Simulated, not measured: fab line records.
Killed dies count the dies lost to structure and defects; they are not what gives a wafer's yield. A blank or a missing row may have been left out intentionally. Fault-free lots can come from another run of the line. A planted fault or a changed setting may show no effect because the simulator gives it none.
Which tool is to blame? | flow gf180mcu | 12 lots with 36 wafers sampled at 4 steps, on a route of 602 steps

== WHAT EACH GAUGE READ, for each wafer ==
GF_HV_LDD_CD_MEAS_46: target cd 400 nm. Usual: cd_nm reads 399.6 nm (standard deviation 2.4).
lot  | measured     | on        | cd_nm (nm)        | flag
L129 | day 12 10:27 | cd_sem-02 | 397.8 400.6 399.3 |
L130 | day 12 20:26 | cd_sem-02 | 397.9 395.9 398.4 |
L131 | day 13 10:34 | cd_sem-01 | 395.5 397.3 396.3 |
L133 | day 13 14:48 | cd_sem-01 | 398.7 397.0 397.8 |
L134 | day 14 01:29 | cd_sem-02 | 402.0 401.9 400.7 |
L138 | day 15 09:29 | cd_sem-02 | 398.0 397.6 398.8 |
L139 | day 15 21:52 | cd_sem-02 | 400.5 399.7 401.1 |
L146 | day 18 01:20 | cd_sem-02 | 403.8 404.5 399.9 |
L148 | day 18 18:16 | cd_sem-01 | 397.6 399.2 399.7 |
L150 | day 19 12:10 | cd_sem-02 | 402.0 402.6 403.1 |
L151 | day 19 21:47 | cd_sem-01 | 402.9 403.0 403.0 |
L152 | day 19 23:17 | cd_sem-01 | 403.3 401.8 401.7 |

GF_PSD_CD_MEAS_07: target cd 400 nm. Usual: cd_nm reads 399.9 nm (standard deviation 2).
lot  | measured     | on        | cd_nm (nm)                          | flag
L129 | day 14 06:04 | cd_sem-01 | 400.3 400.9 400.0                   |
L130 | day 14 17:01 | cd_sem-01 | 399.1 399.7 400.6                   |
L131 | day 15 06:56 | cd_sem-01 | 397.3 398.4 399.3                   |
L133 | day 15 12:17 | cd_sem-01 | 401.3 398.7 399.9                   |
L134 | day 15 22:50 | cd_sem-02 | 399.0 400.7 398.0                   |
L138 | day 17 10:17 | cd_sem-02 | 397.2 396.2 398.8                   |
L139 | day 17 22:47 | cd_sem-01 | 398.6 399.0 399.5                   |
L146 | day 20 05:11 | cd_sem-01 | 410.8 412.4 412.2 410.7 412.8 411.9 | OFF
L148 | day 20 22:16 | cd_sem-01 | 408.7 411.0 410.0 408.5 410.8 410.3 | OFF
L150 | day 21 17:05 | cd_sem-01 | 400.6 399.8 401.1                   |
L151 | day 22 00:47 | cd_sem-02 | 402.6 401.1 403.8                   |
L152 | day 22 02:40 | cd_sem-01 | 402.1 402.1 401.3                   |

== TOOL THAT RAN EACH LOT (tool first, then ch and the chambers of the sampled wafers, then the start) ==
lot  | GF_POLY_GATE_ETCH_12               | GF_PSD_COAT_02
L129 | rie_diel-03 ch 0,2,3, day 9 05:53  | litho_track-03 ch 0, day 13 19:36
L130 | rie_diel-03 ch 0,1, day 9 15:46    | litho_track-04 ch 0, day 14 06:35
L131 | rie_diel-02 ch 1,2,3, day 10 03:40 | litho_track-01 ch 0, day 14 20:16
L133 | rie_diel-02 ch 1,2,3, day 10 07:32 | litho_track-01 ch 0, day 15 01:11
L134 | rie_diel-03 ch 0,1,3, day 10 16:02 | litho_track-01 ch 0, day 15 12:26
L138 | rie_diel-03 ch 0,1,3, day 11 20:47 | litho_track-01 ch 0, day 16 22:25
L139 | rie_diel-02 ch 1,2, day 12 07:02   | litho_track-03 ch 0, day 17 11:05
L146 | rie_diel-03 ch 1,2,3, day 14 05:35 | litho_track-03 ch 0, day 19 16:52
L148 | rie_diel-02 ch 1,3, day 14 20:02   | litho_track-03 ch 0, day 20 10:16
L150 | rie_diel-02 ch 0,2,3, day 15 09:08 | litho_track-04 ch 0, day 21 04:52
L151 | rie_diel-04 ch 1,2, day 15 19:08   | litho_track-04 ch 0, day 21 12:50
L152 | rie_diel-04 ch 0,1,2, day 15 22:19 | litho_track-01 ch 0, day 21 14:37
- GF_POLY_GATE_ETCH_12: etches BARC in N2/H2.
- GF_PSD_COAT_02: resist thk 1000 nm.

== AS READ BY THE TOOLS THEMSELVES (means over the sampled wafers that have a number; for cases with no such wafer, the mark the record gives instead) ==
GF_POLY_GATE_ETCH_12. Usual: drypump_motor_current_A 5.87 A, standard deviation 0.26; oes_product_au 0.735 a.u., standard deviation 0.0044; throttle_valve_pct 13.213 %, standard deviation 0.01.
lot  | tool        | drypump_motor_current_A (A) | oes_product_au (a.u.) | throttle_valve_pct (%) | flag
L129 | rie_diel-03 | 5.77                        | 0.737                 | 13.206                 |
L130 | rie_diel-03 | 6.00                        | 0.733                 | 13.201                 |
L131 | rie_diel-02 | 5.82                        | 0.730                 | 13.213                 |
L133 | rie_diel-02 | 5.81                        | 0.736                 | 13.203                 |
L134 | rie_diel-03 | 5.95                        | 0.734                 | 13.212                 |
L138 | rie_diel-03 | 5.96                        | 0.737                 | 13.222                 |
L139 | rie_diel-02 | 5.82                        | 0.732                 | 13.206                 |
L146 | rie_diel-03 | 5.64                        | 0.732                 | 13.220                 |
L148 | rie_diel-02 | 5.82                        | 0.736                 | 13.214                 |
L150 | rie_diel-02 | 5.86                        | 0.734                 | 13.213                 |
L151 | rie_diel-04 | 6.18                        | 0.737                 | 13.215                 |
L152 | rie_diel-04 | 6.11                        | 0.735                 | 13.217                 |

GF_PSD_COAT_02. Usual: spin_speed_rpm reads 2999.9 rpm (standard deviation 1.9).
lot  | tool           | spin_speed_rpm (rpm) | flag
L129 | litho_track-03 | 2999.7               |
L130 | litho_track-04 | 3000.5               |
L131 | litho_track-01 | 2998.1               |
L133 | litho_track-01 | 2998.1               |
L134 | litho_track-01 | 3000.6               |
L138 | litho_track-01 | 3001.8               |
L139 | litho_track-03 | 2998.9               |
L146 | litho_track-03 | 3853.6               | OFF
L148 | litho_track-03 | 3856.0               | OFF
L150 | litho_track-04 | 3002.3               |
L151 | litho_track-04 | 2999.1               |
L152 | litho_track-01 | 2997.5               |

== THE ANSWER, worked out from the rows above alone ==
Rule: lot off if the mean of its wafers having a number is beyond 3 standard deviations from the usual mean. Also off: a lot with no number at a reading for which 4 or more lots have one. The other lots that the step has rows for count as sound. First the gauges in route order, then the tools' own readings, where a lot's mean is used as printed above. The first step at which some lot is off is used, and at that step the reading that is off furthest; a lot without a number counts as furthest.
Off, at GF_PSD_CD_MEAS_07 on cd_nm: L146, L148.
A tool fits if, at a process step before that reading, it ran every lot that is off, and no sound lot after the first of them. The gauges at GF_PSD_CD_MEAS_07 aren't tried: what is off there is off at GF_PSD_COAT_02 too, on other tools, and a gauge's error can't cause that. One fits: litho_track-03 at GF_PSD_COAT_02. A fault onset in the window from L139 (day 17 11:05, its last sound lot) to L146 (day 19 16:52, its first lot off) fits.
On the lots that are off, the tool's own readings at GF_PSD_COAT_02 differ by more than 5 times the standard deviation of the sound lots' means, which bears it out; spin_speed_rpm reads 3854.8 rpm there versus 2999.7 rpm on the sound lots.

== WHAT WAS PUT IN BY THE SIMULATOR ==
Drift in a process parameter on litho_track-03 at GF_PSD_COAT_02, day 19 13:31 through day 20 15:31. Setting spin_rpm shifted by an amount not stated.
Struck lots among those shown: L146, L148. The rule above found the same.
